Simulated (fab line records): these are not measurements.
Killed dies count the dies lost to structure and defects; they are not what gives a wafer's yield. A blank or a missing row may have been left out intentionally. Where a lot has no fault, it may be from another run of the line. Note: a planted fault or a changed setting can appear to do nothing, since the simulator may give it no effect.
What tool caused it? / flow gf180mcu / 39 wafers from 13 lots sampled at 4 of the route's 602 steps

== WHAT THE GAUGES READ, wafer by wafer ==
GF_SALICIDE_RS_MEAS_04: measures by four-point-probe.
lot=L466; measured=day 15 02:55; on=film_metro-01; SALICIDE_TIN_RS (ohm/sq)=16.76 16.55 16.73
lot=L467; measured=day 15 12:11; on=film_metro-01; SALICIDE_TIN_RS (ohm/sq)=16.57 16.14 16.16
lot=L468; measured=day 15 22:35; on=film_metro-01; SALICIDE_TIN_RS (ohm/sq)=16.48 16.62 16.84
lot=L469; measured=day 16 10:16; on=film_metro-04; SALICIDE_TIN_RS (ohm/sq)=16.45 16.10 16.49
lot=L474; measured=day 18 08:22; on=film_metro-01; SALICIDE_TIN_RS (ohm/sq)=8.23 8.32 8.45
lot=L476; measured=day 19 23:55; on=film_metro-02; SALICIDE_TIN_RS (ohm/sq)=8.36 8.28 8.38
lot=L482; measured=day 21 12:02; on=film_metro-04; SALICIDE_TIN_RS (ohm/sq)=16.46 16.13 16.08
lot=L481; measured=day 21 13:31; on=film_metro-01; SALICIDE_TIN_RS (ohm/sq)=16.43 16.50 16.66
lot=L485; measured=day 22 01:11; on=film_metro-01; SALICIDE_TIN_RS (ohm/sq)=16.75 16.46 16.14
lot=L484; measured=day 22 08:14; on=film_metro-01; SALICIDE_TIN_RS (ohm/sq)=16.42 16.11 16.25
lot=L486; measured=day 22 16:11; on=film_metro-04; SALICIDE_TIN_RS (ohm/sq)=16.56 16.28 16.17
lot=L487; measured=day 22 22:34; on=film_metro-01; SALICIDE_TIN_RS (ohm/sq)=16.85 16.81 16.91
lot=L488; measured=day 23 04:38; on=film_metro-02; SALICIDE_TIN_RS (ohm/sq)=15.93 15.97 16.05

GF_SALICIDE_THK_MEAS_05: measures by xrf.
lot=L466; measured=day 15 03:02; on=film_metro-01; SALICIDE_TIN_THK (nm)=19.58 19.57 19.49
lot=L467; measured=day 15 12:18; on=film_metro-01; SALICIDE_TIN_THK (nm)=19.53 19.78 19.69
lot=L468; measured=day 15 22:42; on=film_metro-01; SALICIDE_TIN_THK (nm)=19.58 19.88 19.75
lot=L469; measured=day 16 10:23; on=film_metro-04; SALICIDE_TIN_THK (nm)=20.06 20.17 20.15
lot=L474; measured=day 18 08:34; on=film_metro-01; SALICIDE_TIN_THK (nm)=19.60 19.32 19.56
lot=L476; measured=day 20 00:02; on=film_metro-02; SALICIDE_TIN_THK (nm)=20.08 20.14 20.16
lot=L482; measured=day 21 12:08; on=film_metro-04; SALICIDE_TIN_THK (nm)=19.92 20.10 19.97
lot=L481; measured=day 21 13:38; on=film_metro-01; SALICIDE_TIN_THK (nm)=19.65 19.39 19.24
lot=L485; measured=day 22 01:19; on=film_metro-01; SALICIDE_TIN_THK (nm)=19.66 19.98 19.88
lot=L484; measured=day 22 08:22; on=film_metro-01; SALICIDE_TIN_THK (nm)=19.64 19.68 19.50
lot=L486; measured=day 22 16:18; on=film_metro-04; SALICIDE_TIN_THK (nm)=19.85 19.77 19.62
lot=L487; measured=day 22 22:41; on=film_metro-01; SALICIDE_TIN_THK (nm)=19.46 19.43 19.31
lot=L488; measured=day 23 04:44; on=film_metro-02; SALICIDE_TIN_THK (nm)=19.57 19.62 19.64

GF_CONTACT_BOW_MEAS_05.
lot=L466; measured=day 15 03:56; on=film_metro-02; CONTACT_BOW (um)=71 63 65
lot=L467; measured=day 15 13:12; on=film_metro-03; CONTACT_BOW (um)=66 71 77
lot=L468; measured=day 15 23:35; on=film_metro-04; CONTACT_BOW (um)=66 82 76
lot=L469; measured=day 16 11:17; on=film_metro-02; CONTACT_BOW (um)=86 66 76
lot=L474; measured=day 18 09:29; on=film_metro-03; CONTACT_BOW (um)=58 57 63
lot=L476; measured=day 20 00:55; on=film_metro-03; CONTACT_BOW (um)=72 78 66
lot=L482; measured=day 21 13:02; on=film_metro-04; CONTACT_BOW (um)=64 75 64
lot=L481; measured=day 21 14:31; on=film_metro-02; CONTACT_BOW (um)=77 67 66
lot=L485; measured=day 22 02:11; on=film_metro-03; CONTACT_BOW (um)=78 54 72
lot=L484; measured=day 22 09:34; on=film_metro-04; CONTACT_BOW (um)=69 69 68
lot=L486; measured=day 22 17:11; on=film_metro-02; CONTACT_BOW (um)=71 63 63
lot=L487; measured=day 22 23:35; on=film_metro-02; CONTACT_BOW (um)=67 75 67
lot=L488; measured=day 23 05:38; on=film_metro-02; CONTACT_BOW (um)=68 78 70

== WHICH TOOL RAN EACH LOT (tool, then ch and the chambers of the sampled wafers, then the start) ==
lot=L466; GF_SALICIDE_SPUTTER_02=pvd_sputter-01, day 15 02:52
lot=L467; GF_SALICIDE_SPUTTER_02=pvd_sputter-03, day 15 12:07
lot=L468; GF_SALICIDE_SPUTTER_02=pvd_sputter-03, day 15 22:32
lot=L469; GF_SALICIDE_SPUTTER_02=pvd_sputter-03, day 16 10:13
lot=L474; GF_SALICIDE_SPUTTER_02=pvd_sputter-03, day 18 08:07
lot=L476; GF_SALICIDE_SPUTTER_02=pvd_sputter-02, day 19 23:40
lot=L482; GF_SALICIDE_SPUTTER_02=pvd_sputter-02, day 21 11:58
lot=L481; GF_SALICIDE_SPUTTER_02=pvd_sputter-03, day 21 13:28
lot=L485; GF_SALICIDE_SPUTTER_02=pvd_sputter-01, day 22 01:08
lot=L484; GF_SALICIDE_SPUTTER_02=pvd_sputter-02, day 22 08:11
lot=L486; GF_SALICIDE_SPUTTER_02=pvd_sputter-01, day 22 16:08
lot=L487; GF_SALICIDE_SPUTTER_02=pvd_sputter-02, day 22 22:30
lot=L488; GF_SALICIDE_SPUTTER_02=pvd_sputter-02, day 23 04:32
- GF_SALICIDE_SPUTTER_02: material Co, target thk 10 nm, time 20 s.

== WHAT THE TOOLS THEMSELVES READ (means of the sampled wafers that have a number; where no wafer has one, the mark that the record gives instead) ==
GF_SALICIDE_SPUTTER_02.
lot=L466; tool=pvd_sputter-01; throttle_valve_pct (%)=30.2
lot=L467; tool=pvd_sputter-03; throttle_valve_pct (%)=29.7
lot=L468; tool=pvd_sputter-03; throttle_valve_pct (%)=29.6
lot=L469; tool=pvd_sputter-03; throttle_valve_pct (%)=29.1
lot=L474; tool=pvd_sputter-03; throttle_valve_pct (%)=28.9
lot=L476; tool=pvd_sputter-02; throttle_valve_pct (%)=29.2
lot=L482; tool=pvd_sputter-02; throttle_valve_pct (%)=30.2
lot=L481; tool=pvd_sputter-03; throttle_valve_pct (%)=29.7
lot=L485; tool=pvd_sputter-01; throttle_valve_pct (%)=30.1
lot=L484; tool=pvd_sputter-02; throttle_valve_pct (%)=29.0
lot=L486; tool=pvd_sputter-01; throttle_valve_pct (%)=30.0
lot=L487; tool=pvd_sputter-02; throttle_valve_pct (%)=29.9
lot=L488; tool=pvd_sputter-02; throttle_valve_pct (%)=30.1

== THE ANSWER, worked out from the rows above alone ==
Rule: what is usual is taken from the lots themselves. Put in order of their means at a reading, lots are off if they are a third of the lots or fewer, leave a main group of 4 or more, and stand apart from it by a gap of 3 or more times the standard deviation of the main group's means; of several such gaps the widest counts. The tables above print the reading to a certain number of digits; a main group whose means all agree to those digits is not used. Also off: a lot with no number at a reading for which 4 or more lots have one. Where the step has rows for the other lots, those lots are counted as sound. Order of review: gauges by route order, followed by the tools' own readings, for which a lot's mean as printed above is used. At the first step where some lot is off, the reading lying furthest off is the one used; lots without a number count as furthest.
Off: L474, L476, at GF_SALICIDE_RS_MEAS_04 (SALICIDE_TIN_RS). For the main group the mean is 16.42 ohm/sq and the standard deviation 0.23.
A tool fits if, at a process step before that reading, it ran every lot that is off, and no sound lot after the first of them. The gauges at GF_SALICIDE_RS_MEAS_04 are tried like those tools. None of those tried fits.

== WHAT THE SIMULATOR HAD INSERTED ==
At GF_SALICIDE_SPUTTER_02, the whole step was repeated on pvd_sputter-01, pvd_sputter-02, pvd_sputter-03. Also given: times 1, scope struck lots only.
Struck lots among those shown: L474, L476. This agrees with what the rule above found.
